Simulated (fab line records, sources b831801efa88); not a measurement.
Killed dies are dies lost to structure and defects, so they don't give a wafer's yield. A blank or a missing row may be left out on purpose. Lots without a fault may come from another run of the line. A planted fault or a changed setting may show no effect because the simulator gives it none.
Which tool did it? | flow gf180mcu | 24 lots, 72 wafers sampled, at 5 steps of a route of 602

WHAT THE GAUGES READ, wafer by wafer
GF_V4_CD_MEAS_14: target cd 260 nm.
lot  | measured     | on        | cd_nm (nm)
L074 | day 24 18:03 | cd_sem-02 | 260.3 260.5 261.1
L075 | day 25 04:34 | cd_sem-01 | 259.5 260.9 259.8
L077 | day 25 05:58 | cd_sem-02 | 258.5 259.4 259.5
L076 | day 25 09:43 | cd_sem-02 | 260.8 260.5 260.6
L078 | day 25 21:24 | cd_sem-02 | 263.1 262.4 263.3
L079 | day 26 02:47 | cd_sem-02 | 258.8 258.9 259.4
L080 | day 26 15:43 | cd_sem-01 | 260.2 259.4 258.9
L081 | day 26 18:27 | cd_sem-01 | 259.6 259.5 260.0
L082 | day 27 09:40 | cd_sem-01 | 260.7 260.1 259.7
L083 | day 27 16:22 | cd_sem-02 | 259.1 259.5 258.6
L084 | day 27 21:33 | cd_sem-02 | 261.8 262.0 261.4
L085 | day 28 06:36 | cd_sem-01 | 260.3 260.1 260.4
L086 | day 28 12:53 | cd_sem-02 | 261.0 260.8 262.1
L087 | day 28 23:35 | cd_sem-01 | 260.0 258.2 258.4
L089 | day 29 11:25 | cd_sem-01 | 259.7 259.2 259.9
L088 | day 29 13:28 | cd_sem-02 | 259.0 259.1 258.6
L091 | day 30 00:41 | cd_sem-01 | 258.6 258.8 258.2
L090 | day 30 02:32 | cd_sem-01 | 261.9 261.6 261.3
L092 | day 30 11:17 | cd_sem-01 | 260.5 260.7 260.6
L093 | day 30 17:22 | cd_sem-02 | 259.6 260.4 260.5
L095 | day 30 20:08 | cd_sem-02 | 260.8 260.4 260.5
L094 | day 30 22:03 | cd_sem-01 | 259.9 259.8 259.5
L096 | day 31 07:00 | cd_sem-01 | 259.8 261.4 260.9
L097 | day 31 13:29 | cd_sem-02 | 258.5 260.4 260.0

GF_MIM_THK_MEAS_06.
lot  | measured     | on            | MIM_CVD_05_THK (nm)
L074 | day 24 19:53 | film_metro-04 | 41.3 41.3 42.1
L075 | day 25 06:26 | film_metro-02 | 41.8 42.0 42.3
L077 | day 25 07:44 | film_metro-02 | 41.9 41.5 42.4
L076 | day 25 11:28 | film_metro-03 | 41.9 41.5 42.9
L078 | day 25 23:10 | film_metro-04 | 41.7 41.4 42.2
L079 | day 26 04:59 | film_metro-04 | 42.3 42.0 42.9
L080 | day 26 17:53 | film_metro-03 | 42.0 41.9 41.6
L081 | day 26 20:34 | film_metro-03 | 41.7 42.5 42.3
L082 | day 27 11:43 | film_metro-03 | 41.9 41.9 42.3
L083 | day 27 18:08 | film_metro-04 | 41.9 42.2 42.6
L084 | day 27 23:22 | film_metro-04 | 40.8 42.1 41.9
L085 | day 28 08:22 | film_metro-04 | 41.8 41.8 41.9
L086 | day 28 14:40 | film_metro-03 | 41.6 41.7 41.8
L087 | day 29 01:20 | film_metro-03 | 42.2 42.3 42.3
L089 | day 29 13:13 | film_metro-04 | 41.5 42.6 41.9
L088 | day 29 15:13 | film_metro-03 | 42.0 42.5 42.7
L091 | day 30 02:28 | film_metro-02 | 41.9 42.0 42.9
L090 | day 30 04:20 | film_metro-03 | 41.3 41.0 41.6
L092 | day 30 13:08 | film_metro-03 | 41.5 42.6 42.4
L093 | day 30 19:08 | film_metro-03 | 42.3 43.2 43.2
L095 | day 30 21:55 | film_metro-04 | 42.1 41.8 43.1
L094 | day 30 23:49 | film_metro-02 | 41.8 41.7 42.2
L096 | day 31 08:46 | film_metro-02 | 41.9 41.5 42.2
L097 | day 31 15:28 | film_metro-02 | 42.7 42.3 43.5

WHICH TOOL RAN EACH LOT (tool, then ch and the chambers of the sampled wafers, then the start)
lot  | GF_V4_ETCH_17                                 | GF_MIM_SPUTTER_00            | GF_MIM_SPUTTER_03
L074 | rie_diel-03 ch 0,1,3, day 24 19:36 or earlier | pvd_sputter-03, day 24 19:36 | pvd_sputter-03, day 24 19:46
L075 | rie_diel-03 ch 0,1,2, day 25 06:11 or earlier | pvd_sputter-03, day 25 06:11 | pvd_sputter-03, day 25 06:20
L077 | rie_diel-02 ch 1,2,3, day 25 07:28 or earlier | pvd_sputter-03, day 25 07:28 | pvd_sputter-03, day 25 07:37
L076 | rie_diel-01 ch 0,3, day 25 11:13 or earlier   | pvd_sputter-02, day 25 11:13 | pvd_sputter-02, day 25 11:22
L078 | rie_diel-01 ch 0,1,3, day 25 22:55 or earlier | pvd_sputter-03, day 25 22:55 | pvd_sputter-03, day 25 23:05
L079 | rie_diel-01 ch 0,3, day 26 04:43 or earlier   | pvd_sputter-04, day 26 04:43 | pvd_sputter-04, day 26 04:52
L080 | rie_diel-02 ch 1,2,3, day 26 17:39 or earlier | pvd_sputter-03, day 26 17:39 | pvd_sputter-03, day 26 17:46
L081 | rie_diel-01 ch 0,2,3, day 26 20:18 or earlier | pvd_sputter-03, day 26 20:18 | pvd_sputter-03, day 26 20:28
L082 | rie_diel-01 ch 0,1, day 27 11:27 or earlier   | pvd_sputter-04, day 27 11:27 | pvd_sputter-04, day 27 11:37
L083 | rie_diel-02 ch 0,3, day 27 17:51 or earlier   | pvd_sputter-02, day 27 17:51 | pvd_sputter-02, day 27 18:01
L084 | rie_diel-01 ch 0,1, day 27 23:06 or earlier   | pvd_sputter-03, day 27 23:06 | pvd_sputter-03, day 27 23:16
L085 | rie_diel-01 ch 1,2,3, day 28 08:07 or earlier | pvd_sputter-04, day 28 08:07 | pvd_sputter-04, day 28 08:16
L086 | rie_diel-03 ch 0,1,3, day 28 14:25 or earlier | pvd_sputter-02, day 28 14:25 | pvd_sputter-02, day 28 14:34
L087 | rie_diel-02 ch 0,1,3, day 29 01:04 or earlier | pvd_sputter-02, day 29 01:04 | pvd_sputter-02, day 29 01:13
L089 | rie_diel-02 ch 2,3, day 29 12:57 or earlier   | pvd_sputter-02, day 29 12:57 | pvd_sputter-02, day 29 13:07
L088 | rie_diel-02 ch 0,1, day 29 14:57 or earlier   | pvd_sputter-03, day 29 14:57 | pvd_sputter-03, day 29 15:07
L091 | rie_diel-02 ch 0,1, day 30 02:12 or earlier   | pvd_sputter-03, day 30 02:12 | pvd_sputter-03, day 30 02:22
L090 | rie_diel-02 ch 0,1,2, day 30 04:05 or earlier | pvd_sputter-02, day 30 04:05 | pvd_sputter-02, day 30 04:15
L092 | rie_diel-02 ch 0,2, day 30 12:52 or earlier   | pvd_sputter-02, day 30 12:52 | pvd_sputter-02, day 30 13:01
L093 | rie_diel-03 ch 0,2,3, day 30 18:52 or earlier | pvd_sputter-04, day 30 18:52 | pvd_sputter-04, day 30 19:01
L095 | rie_diel-01 ch 0,3, day 30 21:39 or earlier   | pvd_sputter-04, day 30 21:39 | pvd_sputter-04, day 30 21:49
L094 | rie_diel-01 ch 0,1, day 30 23:34 or earlier   | pvd_sputter-02, day 30 23:34 | pvd_sputter-02, day 30 23:43
L096 | rie_diel-01 ch 1,2, day 31 08:31 or earlier   | pvd_sputter-04, day 31 08:31 | pvd_sputter-04, day 31 08:40
L097 | rie_diel-01 ch 2,3, day 31 15:12 or earlier   | pvd_sputter-04, day 31 15:12 | pvd_sputter-04, day 31 15:22
- GF_V4_ETCH_17: etches SiO2 in C4F8/O2/Ar, stops on TiN, target depth 630 nm.
- GF_MIM_SPUTTER_00: material Ti, target thk 37.5 nm, time 150 s.
- GF_MIM_SPUTTER_03: material Ti, target thk 10 nm, time 6.7 s.

WHAT THE TOOLS THEMSELVES READ (means of the sampled wafers that have a number; where no wafer has one, the mark that the record gives instead)
GF_V4_ETCH_17.
lot  | tool        | oes_product_au (a.u.) | rf_fwd_power_W (W)
L074 | rie_diel-03 | 0.861                 | 1496
L075 | rie_diel-03 | 0.858                 | 1492
L077 | rie_diel-02 | 0.854                 | 1489
L076 | rie_diel-01 | 0.851                 | 1495
L078 | rie_diel-01 | 0.856                 | 1496
L079 | rie_diel-01 | 0.855                 | 1494
L080 | rie_diel-02 | 0.850                 | 1491
L081 | rie_diel-01 | 0.853                 | 1495
L082 | rie_diel-01 | 0.853                 | 1488
L083 | rie_diel-02 | 0.854                 | 1493
L084 | rie_diel-01 | 0.855                 | 1495
L085 | rie_diel-01 | 0.854                 | 1494
L086 | rie_diel-03 | 0.856                 | 1492
L087 | rie_diel-02 | 0.860                 | 1495
L089 | rie_diel-02 | 0.856                 | 1493
L088 | rie_diel-02 | 0.857                 | 1489
L091 | rie_diel-02 | 0.853                 | 1490
L090 | rie_diel-02 | 0.858                 | 1491
L092 | rie_diel-02 | 0.855                 | 1488
L093 | rie_diel-03 | 0.858                 | 1493
L095 | rie_diel-01 | 0.856                 | 1497
L094 | rie_diel-01 | 0.859                 | 1494
L096 | rie_diel-01 | 0.856                 | 1494
L097 | rie_diel-01 | 0.854                 | 1495

GF_MIM_SPUTTER_00.
lot  | tool           | cathode_dc_power_W (W) | throttle_valve_pct (%)
L074 | pvd_sputter-03 | 4000.1                 | 29.8
L075 | pvd_sputter-03 | 3999.9                 | 29.1
L077 | pvd_sputter-03 | 4000.2                 | 29.9
L076 | pvd_sputter-02 | 4000.0                 | 30.5
L078 | pvd_sputter-03 | 4000.4                 | 29.9
L079 | pvd_sputter-04 | 3999.6                 | 29.2
L080 | pvd_sputter-03 | 4000.0                 | 29.5
L081 | pvd_sputter-03 | 4000.2                 | 29.4
L082 | pvd_sputter-04 | 4000.4                 | 29.1
L083 | pvd_sputter-02 | 4000.6                 | 31.1
L084 | pvd_sputter-03 | 4000.7                 | 29.8
L085 | pvd_sputter-04 | 3999.9                 | 28.8
L086 | pvd_sputter-02 | 3999.0                 | 29.7
L087 | pvd_sputter-02 | 4000.1                 | 30.5
L089 | pvd_sputter-02 | 3999.3                 | 29.5
L088 | pvd_sputter-03 | 3999.6                 | 29.0
L091 | pvd_sputter-03 | 3999.2                 | 29.6
L090 | pvd_sputter-02 | 3999.4                 | 30.2
L092 | pvd_sputter-02 | 3999.6                 | 29.9
L093 | pvd_sputter-04 | 3999.7                 | 29.0
L095 | pvd_sputter-04 | 3999.7                 | 28.8
L094 | pvd_sputter-02 | 4000.2                 | 29.6
L096 | pvd_sputter-04 | 4000.0                 | 28.8
L097 | pvd_sputter-04 | 3999.8                 | 28.6

GF_MIM_SPUTTER_03.
lot  | tool           | cathode_dc_power_W (W) | throttle_valve_pct (%)
L074 | pvd_sputter-03 | 2999.3                 | 29.9
L075 | pvd_sputter-03 | 3000.5                 | 29.1
L077 | pvd_sputter-03 | 3000.4                 | 29.8
L076 | pvd_sputter-02 | 3000.1                 | 30.4
L078 | pvd_sputter-03 | 3000.1                 | 29.9
L079 | pvd_sputter-04 | 2999.9                 | 29.1
L080 | pvd_sputter-03 | 3000.1                 | 29.4
L081 | pvd_sputter-03 | 3000.3                 | 29.3
L082 | pvd_sputter-04 | 3000.1                 | 29.0
L083 | pvd_sputter-02 | 2999.5                 | 31.3
L084 | pvd_sputter-03 | 2999.9                 | 29.8
L085 | pvd_sputter-04 | 2999.7                 | 28.8
L086 | pvd_sputter-02 | 3000.2                 | 29.8
L087 | pvd_sputter-02 | 3000.5                 | 30.5
L089 | pvd_sputter-02 | 3000.2                 | 29.5
L088 | pvd_sputter-03 | 2999.8                 | 29.0
L091 | pvd_sputter-03 | 3000.0                 | 29.3
L090 | pvd_sputter-02 | 2999.9                 | 30.0
L092 | pvd_sputter-02 | 3000.0                 | 30.0
L093 | pvd_sputter-04 | 2999.8                 | 29.1
L095 | pvd_sputter-04 | 3000.0                 | 28.8
L094 | pvd_sputter-02 | 3000.3                 | 29.8
L096 | pvd_sputter-04 | 3000.5                 | 28.8
L097 | pvd_sputter-04 | 2999.4                 | 28.6

THE ANSWER, worked out from the rows above alone
Rule: what is usual is taken from the lots themselves. Put in order of their means at a reading, lots are off if they are a third of the lots or fewer, leave a main group of 4 or more, and stand apart from it by a gap of 3 or more times the standard deviation of the main group's means; of several such gaps the widest counts. A main group whose means are all the same, to the digits that the tables above print for the reading, isn't used. A lot without any number at a reading at which 4 lots or more have one is off too. The other lots that the step has rows for count as sound. The gauges are gone through in route order, then the tools' own readings, and for those a lot's mean is taken as printed above. The first step at which some lot is off is used, and at that step the reading that is off furthest; a lot without a number counts as furthest.
No lot is off at any reading shown: from this, nothing can be told.

WHAT THE SIMULATOR HAD PUT IN
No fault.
